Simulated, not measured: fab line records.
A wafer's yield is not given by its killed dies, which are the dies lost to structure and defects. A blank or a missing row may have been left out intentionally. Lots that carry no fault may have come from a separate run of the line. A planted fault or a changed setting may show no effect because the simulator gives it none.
What tool caused it?    flow gf180mcu    42 wafers from 14 lots sampled at 3 of the route's 602 steps

## WHAT THE GAUGES SHOWED, per wafer
GF_STI_CD_MEAS_12: the cd target is 220 nm.
lot   measured     on         cd nm (nm)
L244  day 2 01:22  cd sem-02  219.5 219.4 219.9
L245  day 2 07:17  cd sem-01  218.9 219.6 218.1
L248  day 2 21:07  cd sem-02  221.9 220.8 222.1
L249  day 3 03:53  cd sem-01  218.0 219.1 218.1
L250  day 3 08:55  cd sem-01  221.5 222.0 221.1
L251  day 3 13:38  cd sem-02  218.3 218.4 219.0
L252  day 3 20:29  cd sem-02  221.1 220.5 218.9
L253  day 4 00:53  cd sem-01  218.7 220.4 219.2
L254  day 4 06:53  cd sem-01  220.8 221.7 220.7
L260  day 5 13:56  cd sem-02  219.2 218.7 220.6
L262  day 5 21:35  cd sem-01  220.2 219.9 220.1
L263  day 6 03:07  cd sem-01  219.3 219.2 219.6
L264  day 6 08:11  cd sem-01  222.0 220.6 221.4
L267  day 6 23:46  cd sem-01  217.5 218.2 217.6

GF_DNWELL_TW_MEAS_09.
lot   measured     on             DNWELL_TW
L244  day 2 18:48  film metro-01  1377 1378 1373
L245  day 3 00:17  film metro-01  1364 1361 1356
L248  day 3 15:59  film metro-02  1348 1357 1353
L249  day 3 21:37  film metro-03  1355 1351 1355
L250  day 4 02:42  film metro-01  1380 1375 1373
L251  day 4 09:16  film metro-03  1350 1342 1352
L252  day 4 14:58  film metro-01  1374 1375 1373
L253  day 4 19:43  film metro-02  1351 1353 1357
L254  day 5 02:26  film metro-01  1375 1372 1375
L260  day 6 09:41  film metro-01  1382 1373 1377
L262  day 6 17:58  film metro-01  1381 1388 1379
L263  day 6 23:00  film metro-01  1379 1373 1380
L264  day 7 04:29  film metro-01  1371 1374 1381
L267  day 7 21:39  film metro-03  1367 1364 1367

## TOOL THAT RAN EACH LOT (tool first, then ch and the chambers of the sampled wafers, then the start)
lot   GF_STI_ETCH_13
L244  rie diel-01 ch 0,2,3, day 2 01:28
L245  rie diel-02 ch 0,2,3, day 2 07:22
L248  rie diel-01 ch 0,3, day 2 21:13
L249  rie diel-01 ch 0,1,3, day 3 04:01
L250  rie diel-02 ch 0,1,2, day 3 09:01
L251  rie diel-04 ch 0,1,3, day 3 13:43
L252  rie diel-01 ch 0,2, day 3 20:37
L253  rie diel-02 ch 0,3, day 4 00:58
L254  rie diel-04 ch 1,2,3, day 4 07:01
L260  rie diel-04 ch 0,1,3, day 5 14:04
L262  rie diel-04 ch 1,2,3, day 5 21:43
L263  rie diel-04 ch 1,2,3, day 6 03:13
L264  rie diel-01 ch 1,2,3, day 6 08:19
L267  rie diel-02 ch 0,1, day 6 23:52
- GF_STI_ETCH_13: etches the open film in CHF3/O2, stops on Si, target depth 282.31 nm, time 112.9 s.

## AS READ BY THE TOOLS THEMSELVES (means over the sampled wafers that have a number; for cases with no such wafer, the mark the record gives instead)
GF_STI_ETCH_13.
lot   tool         O2_flow_sccm (sccm)  chf3 flow sccm (sccm)  drypump motor current A (A)  oes product au (a.u.)  rf fwd power W (W)  throttle valve pct (%)
L244  rie diel-01  5.009                49.89                  5.6                          0.827                  598.4               8.817
L245  rie diel-02  5.005                50.05                  5.6                          0.827                  597.6               8.820
L248  rie diel-01  4.984                49.90                  5.9                          0.830                  595.2               8.804
L249  rie diel-01  5.000                50.05                  5.7                          0.835                  597.5               8.808
L250  rie diel-02  4.996                50.04                  5.7                          0.838                  596.1               8.811
L251  rie diel-04  4.991                50.00                  5.8                          0.831                  599.4               8.807
L252  rie diel-01  4.991                49.91                  5.6                          0.840                  593.3               8.816
L253  rie diel-02  5.016                49.89                  5.3                          0.831                  596.7               8.807
L254  rie diel-04  5.001                50.12                  5.9                          0.832                  597.8               8.804
L260  rie diel-04  5.002                49.89                  5.7                          0.832                  598.4               8.810
L262  rie diel-04  5.011                49.97                  5.9                          0.828                  594.3               8.817
L263  rie diel-04  5.007                50.06                  5.9                          0.833                  595.9               8.810
L264  rie diel-01  5.016                49.92                  5.5                          0.832                  597.7               8.806
L267  rie diel-02  4.993                49.85                  5.5                          0.821                  595.4               8.805

## THE ANSWER, worked out from the rows above alone
Rule: the usual values come from the lots themselves. The widest of any qualifying gaps counts: lots, ordered by their means at a reading, are off when they make up no more than a third of the lots, leave a main group of 4 or more, and stand apart from it by 3 or more times the standard deviation of that group's means. A main group is skipped when, at the precision printed for the reading in the tables above, its means are all equal. A lot without any number at a reading at which 4 lots or more have one is off too. Any other lot the step has rows for is counted as sound. The gauges are gone through in route order, then the tools' own readings, and for those a lot's mean is taken as printed above. At the first step where some lot is off, the reading lying furthest off is the one used; lots without a number count as furthest.
Across all readings shown, no lot is off: no conclusion can be drawn from this.

## WHAT HAD BEEN PUT IN BY THE SIMULATOR
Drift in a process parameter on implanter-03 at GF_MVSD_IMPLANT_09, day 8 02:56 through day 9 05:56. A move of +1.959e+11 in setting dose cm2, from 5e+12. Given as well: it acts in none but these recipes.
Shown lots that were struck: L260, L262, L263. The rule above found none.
